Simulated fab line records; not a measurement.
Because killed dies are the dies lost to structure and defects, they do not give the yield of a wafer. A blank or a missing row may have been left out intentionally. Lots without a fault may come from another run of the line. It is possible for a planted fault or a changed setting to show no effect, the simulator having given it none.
Problem report in the 8D (eight disciplines) form, filled by code | flow gf180mcu | the parts of the form that need people (team, actions taken, sign-off) are left out

1. THE ISSUE
Wafers without a fault read 0.992 a.u., standard deviation 0.0056; oes-product-au at GF_M5_METAL_ETCH_10 reads a mean of 0.761 a.u. on 6 wafers belonging to 2 lots. Relative to the usual mean, that is a shift of -41 standard deviations.
The step: etches the open film in Cl2/BCl3, stops on SiO2, target depth 750.8 nm, time 125.1 s.
First seen on wafer L707.1, day 27 10:34, on rie-metal-02. The record has a number at this step for 42 wafers belonging to 14 lots. Rule for "out" (also "out of limits"): further than 4 standard deviations from the usual mean. All remaining wafers that have a number are taken as sound.

2. WHAT THIS IS AND IS NOT
question                    | is                                 | is not
which readings at this step | oes-product-au, throttle-valve-pct | chamber-pressure-mTorr, drypump-motor-current-A, mfc-cl2-sccm
which lots                  | L707, L708                         | L703, L704, L705, L706, L709, L714, L715, L717, L721, L724, L725, L726
which wafers of those lots  | all that have a number             | -
read on which tools         | rie-metal-02                       | rie-metal-01, rie-metal-04
when                        | from day 27 10:34                  | up to then (12 sound wafers); but 24 sound wafers of L709, L714, L715, L717, L721, L724, L725, L726 came after

3. WHAT RULES OUT EACH SUSPECT
Counting: any tool at a process step up to the reading is kept as a suspect provided that every lot that is out went through it and no sound lot did after the first of them.
- rie-metal-02 at GF_M5_METAL_ETCH_10 (etches the open film in Cl2/BCl3, stops on SiO2, target depth 750.8 nm, time 125.1 s): ruled out as a lasting fault. After its first lot that is out, L707 (day 27 10:34), sound lots L726 ran on it.
Left after counting: nothing in the record.

4. THE CAUSE (what the simulator had put in)
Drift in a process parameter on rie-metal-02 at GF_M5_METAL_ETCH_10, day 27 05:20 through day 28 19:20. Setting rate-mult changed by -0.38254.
Counting ruled it out, wrongly.

5. THE EFFECT CHAIN, in route order
Rows list readings where the struck wafers' mean (over those with a number) sits beyond 3 standard deviations from the usual. Only readings for which the record gives a usual standard deviation are gone through. hours: the time from each lot's start at the first step in this table that gives one to its start at this step, as a median over the lots. sigmas: the change in usual standard deviations.
hours | step                | reading                  | usual      | on struck wafers | change | sigmas
0     | GF_M5_METAL_ETCH_10 | oes-product-au           | 0.992 a.u. | 0.761            | -0.231 | -41
0     | GF_M5_METAL_ETCH_10 | throttle-valve-pct       | 28.229 %   | 28.483           | +0.254 | +26
0     | GF_M5_STRIP_11      | oes-product-au           | 0.524 a.u. | 0.577            | +0.053 | +10
0     | GF_M5_STRIP_11      | strip-time-to-endpoint-s | 7.03 s     | 8.18             | +1.15  | +25
Its process steps:
- GF_M5_METAL_ETCH_10: etches the open film in Cl2/BCl3, stops on SiO2, target depth 750.8 nm, time 125.1 s.
- GF_M5_STRIP_11: strips in O2/N2.

6. WHAT WOULD HAVE CAUGHT IT SOONER
In this record the first reading out of limits was taken at day 27 10:34, 5 hours after the fault began at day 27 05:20.
